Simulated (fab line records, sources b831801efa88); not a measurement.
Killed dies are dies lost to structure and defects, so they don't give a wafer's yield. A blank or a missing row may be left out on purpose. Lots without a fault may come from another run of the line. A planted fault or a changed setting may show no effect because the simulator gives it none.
Which tool did it? | flow sky130 | 7 lots, 21 wafers sampled, at 3 steps of a route of 708

WHAT THE GAUGES READ, wafer by wafer
SKY_LI_CONTACT_CD_MEAS_12: target cd 170 nm.
lot  | measured     | on        | cd_nm (nm)
L646 | day 30 01:07 | cd_sem-01 | 169.4 167.6 168.3
L649 | day 31 00:19 | cd_sem-01 | 168.4 168.3 170.0
L657 | day 33 20:27 | cd_sem-01 | 169.5 168.8 169.6
L661 | day 34 21:32 | cd_sem-01 | 167.8 169.5 168.6
L664 | day 35 20:36 | cd_sem-02 | 170.3 168.9 168.2
L667 | day 36 12:42 | cd_sem-02 | 168.9 170.3 169.0

WHICH TOOL RAN EACH LOT (tool, then ch and the chambers of the sampled wafers, then the start)
lot  | SKY_FIELD_ISO_DEVELOP_12         | SKY_SD_P_STRIP_10
L646 | litho_track-03 ch 0, day 2 16:00 | plasma_asher-03 ch 0,1, day 26 09:34
L649 | litho_track-03 ch 0, day 3 07:00 | plasma_asher-02 ch 0, day 27 09:28
L657 | litho_track-04 ch 0, day 5 01:00 | plasma_asher-02 ch 0,1, day 30 09:36
L659 | litho_track-03, day 5 09:00      | -
L661 | litho_track-02 ch 0, day 5 19:00 | plasma_asher-03 ch 0, day 31 11:13
L664 | litho_track-02 ch 0, day 6 14:00 | plasma_asher-02 ch 0,1, day 32 10:52
L667 | litho_track-04 ch 0, day 7 03:00 | plasma_asher-02 ch 0,1, day 33 03:51
- SKY_FIELD_ISO_DEVELOP_12: develop time 60 s.
- SKY_SD_P_STRIP_10: strips in O2/N2.

THE ANSWER, worked out from the rows above alone
Rule: what is usual is taken from the lots themselves. Put in order of their means at a reading, lots are off if they are a third of the lots or fewer, leave a main group of 4 or more, and stand apart from it by a gap of 3 or more times the standard deviation of the main group's means; of several such gaps the widest counts. A main group whose means are all the same, to the digits that the tables above print for the reading, isn't used. A lot without any number at a reading at which 4 lots or more have one is off too. The other lots that the step has rows for count as sound.
No lot is off at any reading shown: from this, nothing can be told.

WHAT THE SIMULATOR HAD PUT IN
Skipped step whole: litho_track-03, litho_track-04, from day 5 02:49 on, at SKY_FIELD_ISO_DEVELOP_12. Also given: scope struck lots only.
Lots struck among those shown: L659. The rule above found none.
